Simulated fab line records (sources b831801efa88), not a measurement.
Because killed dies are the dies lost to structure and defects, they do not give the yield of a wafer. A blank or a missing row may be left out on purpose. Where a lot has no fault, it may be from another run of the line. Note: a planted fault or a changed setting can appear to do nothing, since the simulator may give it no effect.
Problem report in the 8D (eight disciplines) form, filled by code :: flow sky130 :: the parts of the form that need people (team, actions taken, sign-off) are left out

1. WHAT IS WRONG
At SKY_PAD_OPEN_PROBE_99, killedAtFrontEnd averages 60 over 3 wafers from 2 lots, while fault-free wafers read 16, standard deviation 4.9. Measured from the usual mean, that is +9.0 standard deviations.
First observed at day 46 23:50: wafer L280.4, on prober-02. The record holds 9 wafers of 3 lots with a number at this step. By rule, "out" or "out of limits" means more than 4 standard deviations away from the usual mean. Any other wafer with a number is counted as sound.

2. WHAT IT IS, WHAT IT ISN'T
question: which readings at this step
is: killedAtFrontEnd
is not: killed_at_M0_to_M3, killed_at_M4_up, killedAtContacts, killedAtOther, killedOpen, killedShort

question: which lots
is: L280, L283
is not: L287

question: which wafers of those lots
is: L280.4, L283.1, L283.4
is not: L280.1, L280.3, L283.2

question: read on which tools
is: prober-01, prober-02
is not: -

question: when
is: from day 46 23:50
is not: up to then (2 sound wafers); but 4 sound wafers of L283, L287 came after

3. SUSPECTS, AND WHAT RULES EACH OUT
Counting: a tool at a process step up to the reading stays a suspect if it ran every lot that is out. Sound lots after the first of them don't rule it out here, since some wafers of a struck lot are sound.
- rieDiel-04 at SKY_FIELD_ISO_ETCH_15 (etches the open film in CHF3/O2, stops on Si, target depth 180 nm, time 72 s): kept. It ran every lot that is out, first L280 (day 3 12:25).
- rieDiel-01 at SKY_PASSIVATION_ETCH_11 (etches the open film in CF4/O2, stops on AlCu, target depth 725 nm, time 161.1 s): kept. It ran every lot that is out, first L280 (day 46 00:55).
- plasmaAsher-01 at SKY_PAD_OPEN_STRIP_08 (strips in O2/N2): kept. It ran every lot that is out, first L280 (day 46 21:26).
- Within rieDiel-04 at SKY_FIELD_ISO_ETCH_15: the wafers that are out ran in chamber 0; their sound lot-mates ran in chambers 1, 2.
rieDiel-04 at SKY_FIELD_ISO_ETCH_15, rieDiel-01 at SKY_PASSIVATION_ETCH_11 and plasmaAsher-01 at SKY_PAD_OPEN_STRIP_08 are what is left after counting.

4. THE CAUSE (what the simulator had put in)
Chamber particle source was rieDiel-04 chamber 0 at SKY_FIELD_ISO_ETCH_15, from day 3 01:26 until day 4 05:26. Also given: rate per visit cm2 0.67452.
After counting, 3 suspects remain, this tool included.

5. THE CHAIN OF EFFECTS, in route order
Rows list readings where the struck wafers' mean (over those with a number) sits beyond 3 standard deviations from the usual. Only readings whose record carries a usual standard deviation are examined. hours: median over the lots of the time between each lot's start at the first step of this table that gives one and its start at this step. sigmas: the change, counted in usual standard deviations.
hours: 0
step: SKY_PAD_OPEN_PROBE_99
reading: killedAtFrontEnd
usual: 16
on struck wafers: 60
change: +44
sigmas: +9.0

hours: 0
step: SKY_PAD_OPEN_PROBE_99
reading: killedDies
usual: 87
on struck wafers: 127
change: +40
sigmas: +4.0
It contains these process steps:
- SKY_PAD_OPEN_PROBE_99

6. WHAT WOULD HAVE CAUGHT IT SOONER
The fault began at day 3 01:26; the first out-of-limits reading in this record came at day 46 23:50, 1054 hours later.
Tool readings at SKY_FIELD_ISO_ETCH_15 with a usual standard deviation given in the record: none out on any struck wafer, hence no alarm at a limit of 4 standard deviations on them.
All the lots that are out (2) had begun SKY_FIELD_ISO_ETCH_15 on rieDiel-04 by day 46 23:50. Tool hold at that time: it would have spared none of them.
